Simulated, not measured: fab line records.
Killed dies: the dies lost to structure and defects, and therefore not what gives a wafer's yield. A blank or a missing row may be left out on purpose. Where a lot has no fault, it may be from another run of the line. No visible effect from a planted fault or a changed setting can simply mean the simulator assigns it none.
fab line records ; flow sky130
record lots=6; wafers=18; last_day=50
route steps=708 shown SD_P@322 RES_XHIGH@332 PAD_OPEN@708
lots untouched by any fault: they come from a run of this same line in which no faults occurred
start_h: hours from the record's first day to the start of the lot's first wafer shown ; wait_h: hours from the lot's prior step to this one ; " unchanged from the row above ; L1.1+2: a row that stands for several wafers ; - value missing, or start not given ; * or withheld: withheld ; < > ~ a bound
route shown NAME@n: a module of which the file shows steps, and the number in the route of the first ; usual: mean/standard deviation of fault-free wafers ; same: alike in all rows ; chamber/n: place in a boat ; sites: readings site by site ; _std_site: standard deviation of those values ; _edge_site: the outer-site mean with the inner-site mean subtracted ; radius_mm: how far each site lies from the wafer's centre ; mask NAME#n: copy n ; behind: tool/chamber where the wafer was last shaped ; hold: cause of the lot's hold/its duration in hours/its outcome ; device: which transistor (n, p or np) failed to switch ; end of line: the same wafers' tests at the end of the route ; where a step has no rows: the recipe by itself ; killed: at the first sort, the dies lost to defects and structure; wafer yield is something else ; map: the dies of a wafer, with x for killed, . for not killed, _ for no die there
set.NAME: the setting that was run; set.NAME@STEP: the one run at that earlier step ; model.NAME: the simulator's own value behind a step, which no gauge read
lots at selected steps of the route; one table per step, one row per wafer
services: when a tool's chamber went out of use (start_h, in hours from the record's first day, below 0 if earlier), for how many hours, and the reason
## steps
# step SKY_SD_P_COAT_02
# recipe resist=NOVOLAK; spin_rpm=3000; resist_thk_nm=1140
# step SKY_SD_P_SOFTBAKE_03
# recipe temp_c=90; time_s=60; resist=NOVOLAK
# step SKY_SD_P_EXPOSE_04
# recipe mask_id=PSDM; na=0.6; source_shape=conventional; sigma_outer=0.6; polarization=unpolarized; target_cd_nm=380; dose_mj=138
# step SKY_SD_P_PEB_05
# recipe temp_c=withheld; time_s=*; resist=NOVOLAK
# step SKY_SD_P_DEVELOP_06
# recipe resist=NOVOLAK; developer=TMAH; develop_time_s=60; dev_temp_c=23
# step SKY_SD_P_CD_MEAS_07
# recipe target_cd_nm=380
# usual cd_nm=379.8/2.2
lot.wafer;tool;chamber;start_h;wait_h;cd_nm
L649.1;cd_sem-01;-;633.79;0.3;377.9
L649.2;cd_sem-01;-;633.79;0.3;379.8
L649.3;cd_sem-01;-;633.79;0.3;380.1
L648.1;cd_sem-01;-;638.60;0.1;381.0
L648.5;cd_sem-01;-;638.60;0.1;378.6
L648.6;cd_sem-01;-;638.60;0.1;382.0
L653.1;cd_sem-01;-;667.61;0.1;380.8
L653.2;cd_sem-01;-;667.61;0.1;381.1
L653.4;cd_sem-01;-;667.61;0.1;381.7
L654.2;cd_sem-01;-;675.42;0.1;378.6
L654.3;cd_sem-01;-;675.42;0.1;377.1
L654.5;cd_sem-01;-;675.42;0.1;375.7
L661.3;cd_sem-01;-;733.44;0.1;376.9
L661.4;cd_sem-01;-;733.44;0.1;380.7
L661.5;cd_sem-01;-;733.44;0.1;379.4
L667.2;cd_sem-02;-;773.62;0.1;382.3
L667.3;cd_sem-02;-;773.62;0.1;382.6
L667.4;cd_sem-02;-;773.62;0.1;381.6
# step SKY_SD_P_OVL_MEAS_08
# usual SD_P_OVL=0.4/1.5
lot.wafer;tool;chamber;start_h;wait_h;SD_P_OVL[nm]
L649.1;overlay-02;-;633.91;0.1;-1.2
L649.2;overlay-02;-;633.91;0.1;-0.3
L649.3;overlay-02;-;633.91;0.1;-0.3
L648.1;overlay-02;-;638.72;0.1;-0.8
L648.5;overlay-02;-;638.72;0.1;1.1
L648.6;overlay-02;-;638.72;0.1;-0.8
L653.1;overlay-02;-;667.73;0.1;-0.6
L653.2;overlay-02;-;667.73;0.1;0.0
L653.4;overlay-02;-;667.73;0.1;1.0
L654.2;overlay-02;-;675.53;0.1;3.0
L654.3;overlay-02;-;675.53;0.1;3.2
L654.5;overlay-02;-;675.53;0.1;4.0
L661.3;overlay-01;-;733.53;0.1;-0.3
L661.4;overlay-01;-;733.53;0.1;-0.7
L661.5;overlay-01;-;733.53;0.1;0.4
L667.2;overlay-01;-;773.73;0.1;0.7
L667.3;overlay-01;-;773.73;0.1;0.0
L667.4;overlay-01;-;773.73;0.1;1.3
# step SKY_SD_P_IMPLANT_09
# recipe species=BF2; energy_kev=20; dose_cm2=3e+15; tilt_deg=0
# step SKY_SD_P_STRIP_10
# recipe chemistry=O2/N2; power_w=1400; pressure_mtorr=1500; platen_temp_c=withheld; o2_flow_sccm=3000; n2_flow_sccm=300; overash_fraction=0.5
# usual drypump_motor_current_A=5.58/0.27; oes_product_au=0.618/0.0047; strip_time_to_endpoint_s=17.49/0.036
lot.wafer;tool;chamber;start_h;wait_h;drypump_motor_current_A;oes_product_au;rf_hours_counter_h;strip_time_to_endpoint_s
L649.1;plasma_asher-02;1;634.12;0.1;5.33;0.624;21;17.53
L649.2;plasma_asher-02;0;634.12;0.1;6.01;0.619;21;17.50
L649.3;plasma_asher-02;0;634.12;0.1;6.01;0.622;-;17.49
L648.1;plasma_asher-04;0;638.90;0.1;5.11;0.611;94;17.53
L648.5;plasma_asher-04;0;638.90;0.1;5.12;0.621;-;17.53
L648.6;plasma_asher-04;1;638.90;0.1;5.33;0.615;-;17.48
L653.1;plasma_asher-04;0;667.92;0.1;5.11;0.623;97;17.55
L653.2;plasma_asher-04;1;667.92;0.1;5.40;0.609;97;17.55
L653.4;plasma_asher-04;1;667.92;0.1;5.38;0.624;-;17.52
L654.2;plasma_asher-04;0;675.71;0.1;5.13;0.612;98;17.53
L654.3;plasma_asher-04;0;675.71;0.1;5.11;0.621;-;17.48
L654.5;plasma_asher-04;0;675.71;0.1;5.09;0.622;-;17.47
L661.3;plasma_asher-03;0;733.74;0.1;5.61;0.610;-;17.46
L661.4;plasma_asher-03;1;733.74;0.1;5.71;0.614;-;17.50
L661.5;plasma_asher-03;1;733.74;0.1;5.71;0.611;-;17.53
L667.2;plasma_asher-03;1;773.91;0.1;5.71;0.622;64;17.52
L667.3;plasma_asher-03;0;773.91;0.1;5.57;0.617;-;17.50
L667.4;plasma_asher-03;1;773.91;0.1;5.70;0.612;-;17.48
# step SKY_SD_P_TW_MEAS_11
# usual SD_P_TW=2829/19
lot.wafer;tool;chamber;start_h;wait_h;SD_P_TW
L649.1;film_metro-04;-;634.22;0.1;2846
L649.2;film_metro-04;-;634.22;0.1;2829
L649.3;film_metro-04;-;634.22;0.1;2825
L648.1;film_metro-03;-;639.00;0.1;2795
L648.5;film_metro-03;-;639.00;0.1;2792
L648.6;film_metro-03;-;639.00;0.1;2802
L653.1;film_metro-04;-;668.02;0.1;2840
L653.2;film_metro-04;-;668.02;0.1;2850
L653.4;film_metro-04;-;668.02;0.1;2833
L654.2;film_metro-03;-;675.82;0.1;2797
L654.3;film_metro-03;-;675.82;0.1;2799
L654.5;film_metro-03;-;675.82;0.1;2794
L661.3;film_metro-01;-;733.83;0.1;2832
L661.4;film_metro-01;-;733.83;0.1;2846
L661.5;film_metro-01;-;733.83;0.1;2827
L667.2;film_metro-01;-;774.02;0.1;2854
L667.3;film_metro-01;-;774.02;0.1;2850
L667.4;film_metro-01;-;774.02;0.1;2854
# step SKY_RES_XHIGH_DEHYDRATE_00
# recipe temp_c=200; time_s=60
# step SKY_RES_XHIGH_HMDS_01
# recipe prime_time_s=60; prime_temp_c=120
# step SKY_RES_XHIGH_COAT_02
# recipe resist=NOVOLAK; spin_rpm=3000; resist_thk_nm=1140
# usual dispense_pressure_kPa=51.6/2.8; exhaust_pa=45.0/0.92
lot.wafer;tool;chamber;start_h;wait_h;dispense_pressure_kPa;exhaust_pa;model.NOVOLAK_of_RES_XHIGH_COAT_02.thk_nm
L649.1;litho_track-03;0;648.35;0.1;52.4;45.3;1140
L649.2;litho_track-03;0;648.35;0.1;52.4;44.7;1143
L649.3;litho_track-03;0;648.35;0.1;52.5;44.5;1143
L648.1;litho_track-01;0;653.23;0.1;54.8;45.1;1144
L648.5;litho_track-01;0;653.23;0.1;54.7;44.9;1139
L648.6;litho_track-01;0;653.23;0.1;54.8;44.8;1143
L653.1;litho_track-01;0;682.03;0.1;54.7;45.1;644.1
L653.2;litho_track-01;0;682.03;0.1;54.8;45.5;646
L653.4;litho_track-01;0;682.03;0.1;54.8;45.2;645.5
L654.2;litho_track-01;0;689.60;0.1;54.8;45.2;644.1
L654.3;litho_track-01;0;689.60;0.1;54.7;44.9;644.2
L654.5;litho_track-01;0;689.60;0.1;54.8;45.4;642.4
L661.3;litho_track-03;0;746.50;0.1;52.4;43.4;1141
L661.4;litho_track-03;0;746.50;0.1;52.5;44.9;1147
L661.5;litho_track-03;0;746.50;0.1;52.5;44.9;1140
L667.2;litho_track-02;0;786.27;0.1;47.8;44.7;1138
L667.3;litho_track-02;0;786.27;0.1;47.9;43.3;1134
L667.4;litho_track-02;0;786.27;0.1;47.9;45.4;1135
# step SKY_RES_XHIGH_SOFTBAKE_03
# recipe temp_c=90; time_s=60; resist=NOVOLAK
# step SKY_RES_XHIGH_EXPOSE_04
# recipe mask_id=URPM; na=0.6; source_shape=conventional; sigma_outer=0.6; polarization=unpolarized; target_cd_nm=1270; dose_mj=140
# step SKY_RES_XHIGH_PEB_05
# recipe temp_c=withheld; time_s=*; resist=NOVOLAK
# step SKY_RES_XHIGH_DEVELOP_06
# recipe resist=NOVOLAK; developer=TMAH; develop_time_s=60; dev_temp_c=23
# usual exhaust_pa=45.3/0.87
lot.wafer;tool;chamber;start_h;wait_h;exhaust_pa;model.NOVOLAK_of_RES_XHIGH_COAT_02.thk_nm
L649.1;litho_track-01;0;662.68;0.1;44.0;1139
L649.2;litho_track-01;0;662.68;0.1;44.2;1142
L649.3;litho_track-01;0;662.68;0.1;43.1;1142
L648.1;litho_track-03;0;667.20;0.1;45.8;1143
L648.5;litho_track-03;0;667.20;0.1;45.9;1138
L648.6;litho_track-03;0;667.20;0.1;46.1;1142
L653.1;litho_track-01;0;696.08;0.1;46.0;643.7
L653.2;litho_track-01;0;696.08;0.1;45.7;645.5
L653.4;litho_track-01;0;696.08;0.1;45.6;645.1
L654.2;litho_track-03;0;703.77;0.1;44.8;643.7
L654.3;litho_track-03;0;703.77;0.1;43.4;643.8
L654.5;litho_track-03;0;703.77;0.1;46.2;642
L661.3;litho_track-01;0;759.78;0.1;46.7;1140
L661.4;litho_track-01;0;759.78;0.1;46.9;1147
L661.5;litho_track-01;0;759.78;0.1;46.2;1140
L667.2;litho_track-02;0;799.67;0.1;45.5;1137
L667.3;litho_track-02;0;799.67;0.1;45.7;1134
L667.4;litho_track-02;0;799.67;0.1;46.0;1135
# step SKY_RES_XHIGH_IMPLANT_07
# recipe species=BF2; energy_kev=20; dose_cm2=3.6e+14; tilt_deg=0
# step SKY_RES_XHIGH_STRIP_08
# recipe chemistry=O2/N2; power_w=1400; pressure_mtorr=1500; platen_temp_c=withheld; o2_flow_sccm=3000; n2_flow_sccm=300; overash_fraction=0.5
# usual drypump_motor_current_A=5.4/0.36; oes_product_au=0.711/0.004; strip_time_to_endpoint_s=14.27/0.035
lot.wafer;tool;chamber;start_h;wait_h;drypump_motor_current_A;oes_product_au;rf_hours_counter_h;strip_time_to_endpoint_s
L649.1;plasma_asher-02;1;662.98;0.1;5.3;0.710;24;14.27
L649.2;plasma_asher-02;0;662.98;0.1;6.0;0.704;24;14.31
L649.3;plasma_asher-02;0;662.98;0.1;6.0;0.707;-;14.31
L648.1;plasma_asher-01;0;667.50;0.1;5.4;0.708;85;14.31
L648.5;plasma_asher-01;0;667.50;0.1;5.4;0.705;-;14.26
L648.6;plasma_asher-01;1;667.50;0.1;4.9;0.708;-;14.29
L653.1;plasma_asher-01;1;696.38;0.1;4.9;0.580;88;8.54
L653.2;plasma_asher-01;0;696.38;0.1;5.4;0.585;88;8.55
L653.4;plasma_asher-01;0;696.38;0.1;5.4;0.581;-;8.55
L654.2;plasma_asher-02;0;704.05;0.1;6.0;0.585;28;8.53
L654.3;plasma_asher-02;1;704.05;0.1;5.4;0.581;-;8.54
L654.5;plasma_asher-02;1;704.05;0.1;5.4;0.578;-;8.50
L661.3;plasma_asher-04;1;760.06;0.1;5.4;0.720;-;14.28
L661.4;plasma_asher-04;0;760.06;0.1;5.1;0.712;-;14.36
L661.5;plasma_asher-04;0;760.06;0.1;5.1;0.712;-;14.27
L667.2;plasma_asher-01;1;799.95;0.1;4.9;0.711;97;14.24
L667.3;plasma_asher-01;0;799.95;0.1;5.4;0.710;-;14.20
L667.4;plasma_asher-01;1;799.95;0.1;4.9;0.711;-;14.22
# step SKY_RES_XHIGH_TW_MEAS_09
# usual RES_XHIGH_TW=1642/9.2
lot.wafer;tool;chamber;start_h;wait_h;RES_XHIGH_TW
L649.1;film_metro-01;-;663.08;0.1;1629
L649.2;film_metro-01;-;663.08;0.1;1639
L649.3;film_metro-01;-;663.08;0.1;1638
L648.1;film_metro-01;-;667.60;0.1;1635
L648.5;film_metro-01;-;667.60;0.1;1638
L648.6;film_metro-01;-;667.60;0.1;1636
L653.1;film_metro-01;-;696.48;0.1;1633
L653.2;film_metro-01;-;696.48;0.1;1642
L653.4;film_metro-01;-;696.48;0.1;1640
L654.2;film_metro-01;-;704.16;0.1;1632
L654.3;film_metro-01;-;704.16;0.1;1641
L654.5;film_metro-01;-;704.16;0.1;1635
L661.3;film_metro-04;-;760.15;0.1;1658
L661.4;film_metro-04;-;760.15;0.1;1650
L661.5;film_metro-04;-;760.15;0.1;1657
L667.2;film_metro-04;-;800.06;0.1;1651
L667.3;film_metro-04;-;800.06;0.1;1643
L667.4;film_metro-04;-;800.06;0.1;1635
# step SKY_PAD_OPEN_PROBE_99
# usual killed_at_M0_to_M3=43/6.9; killed_at_M4_up=3.1/1.8; killed_at_contacts=24/5.1; killed_at_front_end=15/4.8; killed_at_other=0.3/0.48; killed_dies=86/8.9; killed_open=47/6.8; killed_short=39/6.3
# same gross_dies=492; killed_at_back_side=0
lot.wafer;tool;chamber;start_h;wait_h;killed_at_M0_to_M3;killed_at_M4_up;killed_at_contacts;killed_at_front_end;killed_at_other;killed_dies;killed_open;killed_short
L648.1;prober-01;-;1114.70;0.1;43;1;26;16;1;87;53;33
L648.5;prober-01;-;1114.90;0.2;51;0;18;17;1;87;53;33
L648.6;prober-01;-;1114.95;0.2;51;3;14;14;0;82;40;42
L653.1;prober-01;-;1128.22;0.1;29;2;23;20;0;74;36;38
L653.2;prober-01;-;1128.27;0.1;46;7;15;19;0;87;44;43
L653.4;prober-01;-;1128.37;0.2;43;2;22;15;0;82;44;38
L654.2;prober-02;-;1136.82;0.1;39;6;31;21;0;97;59;38
L654.3;prober-02;-;1136.87;0.2;48;2;25;27;1;103;50;52
L654.5;prober-02;-;1136.97;0.2;41;2;24;15;1;83;42;40
L661.3;prober-01;-;1173.95;0.2;52;8;24;16;0;100;47;53
L661.4;prober-01;-;1174.00;0.2;40;5;18;26;0;89;50;37
L661.5;prober-01;-;1174.05;0.2;39;5;26;12;0;82;47;35
# killed by level:class
L648.1 CONTACT:geometric_particle:open=13 METAL2:geometric_particle:short=11 VIA1:geometric_particle:open=9 LI_CONTACT:geometric_particle:open=6 VIA2:geometric_particle:open=6 VIA3:geometric_particle:open=6 POLY_GATE:geometric_particle:short=4 POLY_GATE:geometric_particle:open=4
L648.5 VIA1:geometric_particle:open=10 METAL1:geometric_particle:short=8 VIA3:geometric_particle:open=8 LI_CONTACT:geometric_particle:open=7 VIA2:geometric_particle:open=7 CONTACT:geometric_particle:open=6 FIELD_ISO:geometric_particle:short=5 METAL2:geometric_particle:short=5
L648.6 VIA1:geometric_particle:open=7 CONTACT:geometric_particle:open=7 METAL1:geometric_particle:short=7 VIA1:geometric_particle:short=6 METAL2:geometric_particle:short=6 VIA2:geometric_particle:open=5 VIA3:geometric_particle:open=5 POLY_GATE:geometric_particle:short=4
L653.1 VIA1:geometric_particle:open=8 CONTACT:geometric_particle:open=7 LI_CONTACT:geometric_particle:open=6 FIELD_ISO:geometric_particle:open=5 POLY_GATE:geometric_particle:short=5 CONTACT:geometric_particle:short=5 FIELD_ISO:geometric_particle:short=4 POLY_GATE:geometric_particle:open=4
L653.2 VIA3:geometric_particle:open=9 CONTACT:geometric_particle:open=7 FIELD_ISO:geometric_particle:open=6 VIA1:geometric_particle:short=6 METAL2:geometric_particle:short=6 VIA1:geometric_particle:open=6 POLY_GATE:geometric_particle:short=4 METAL1:geometric_particle:short=4
L653.4 VIA1:geometric_particle:open=10 LI_CONTACT:geometric_particle:open=9 VIA3:geometric_particle:open=9 FIELD_ISO:geometric_particle:short=5 FIELD_ISO:geometric_particle:open=4 LI_CONTACT:geometric_particle:short=4 METAL2:geometric_particle:short=4 CONTACT:geometric_particle:open=4
L654.2 VIA1:geometric_particle:open=10 LI_CONTACT:geometric_particle:open=9 CONTACT:geometric_particle:open=8 VIA2:geometric_particle:open=8 FIELD_ISO:geometric_particle:short=7 FIELD_ISO:geometric_particle:open=6 CONTACT:geometric_particle:short=6 METAL4:geometric_particle:short=6
L654.3 VIA1:geometric_particle:open=12 CONTACT:geometric_particle:open=11 VIA1:geometric_particle:short=10 VIA2:geometric_particle:open=8 FIELD_ISO:geometric_particle:short=6 METAL2:geometric_particle:short=6 FIELD_ISO:geometric_particle:open=5 POLY_GATE:geometric_particle:open=5
L654.5 LI_CONTACT:geometric_particle:open=8 LOCAL_INTERCONNECT:geometric_particle:short=7 VIA1:geometric_particle:open=6 FIELD_ISO:geometric_particle:open=5 VIA2:geometric_particle:open=5 CONTACT:geometric_particle:open=5 METAL1:geometric_particle:short=5 VIA2:geometric_particle:short=5
L661.3 VIA1:geometric_particle:open=13 METAL2:geometric_particle:short=12 CONTACT:geometric_particle:open=8 POLY_GATE:geometric_particle:short=6 LOCAL_INTERCONNECT:geometric_particle:short=6 VIA3:geometric_particle:open=6 FIELD_ISO:geometric_particle:short=5 CONTACT:geometric_particle:short=5
L661.4 FIELD_ISO:geometric_particle:short=10 VIA1:geometric_particle:open=9 FIELD_ISO:geometric_particle:open=8 VIA3:geometric_particle:open=8 CONTACT:geometric_particle:open=7 LI_CONTACT:geometric_particle:open=7 VIA2:geometric_particle:open=5 POLY_GATE:geometric_particle:short=4
L661.5 CONTACT:geometric_particle:open=16 VIA1:geometric_particle:open=11 VIA2:geometric_particle:open=7 POLY_GATE:geometric_particle:short=4 CONTACT:geometric_particle:short=4 VIA1:geometric_particle:short=4 VIA3:geometric_particle:short=4 FIELD_ISO:geometric_particle:short=3
## services
tool;chamber;start_h;hours;kind
plasma_asher-01;-;629.78;0.9;repair
plasma_asher-03;-;664.83;2.4;repair
plasma_asher-02;-;664.91;2.8;pm
plasma_asher-01;-;705.47;2.8;pm
plasma_asher-03;-;711.42;1.4;repair
plasma_asher-01;-;718.46;6.4;repair
plasma_asher-04;-;733.75;9.0;pm
plasma_asher-04;0;733.75;9.0;vent_cycle
plasma_asher-04;1;733.75;9.0;vent_cycle
plasma_asher-02;-;741.09;4.3;pm
plasma_asher-04;0;742.75;-;clean
plasma_asher-04;1;742.75;-;clean
plasma_asher-02;-;747.26;3.0;repair
plasma_asher-03;-;750.34;0.6;repair
plasma_asher-01;-;752.36;7.1;repair
plasma_asher-01;-;773.88;0.7;repair
## key
first_sign step=SKY_RES_XHIGH_STRIP_08; reading=strip_time_to_endpoint_s; direction=down; sigmas=99+; usual=*; struck=*
effect step=SKY_RES_XHIGH_STRIP_08; reading=oes_product_au; direction=down; sigmas=33; usual=0.711; struck=0.582
model_effect step=SKY_RES_XHIGH_COAT_02; value=NOVOLAK_of_RES_XHIGH_COAT_02.thk_nm; without=1137; struck=644.4
model_effect step=SKY_RES_XHIGH_DEVELOP_06; value=NOVOLAK_of_RES_XHIGH_COAT_02.thk_nm; without=1136; struck=644
met_at SKY_RES_XHIGH_COAT_02
struck_wafers L653.1,L653.2,L653.4,L654.2,L654.3,L654.5
tester_left_out L653,L654
onset_between 653.23 682.03
also_fits SKY_SD_P_STRIP_10:plasma_asher-04
fault kind=process_parameter_drift; tool=litho_track-01; chamber=-; onset_h=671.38; steps=SKY_RES_XHIGH_COAT_02; channel=resist_thk_nm; offset=-493.65; shape=step; end_h=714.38; acts_in=these_recipes_only; stated=1140
# tester_left_out: of these lots the tester's yield and bins aren't shown, on N5 and GAA mostly nor the transistor test; their killed dies are dies lost to structure and defects alone, not to doping, threshold or leakage, so they don't give the yield
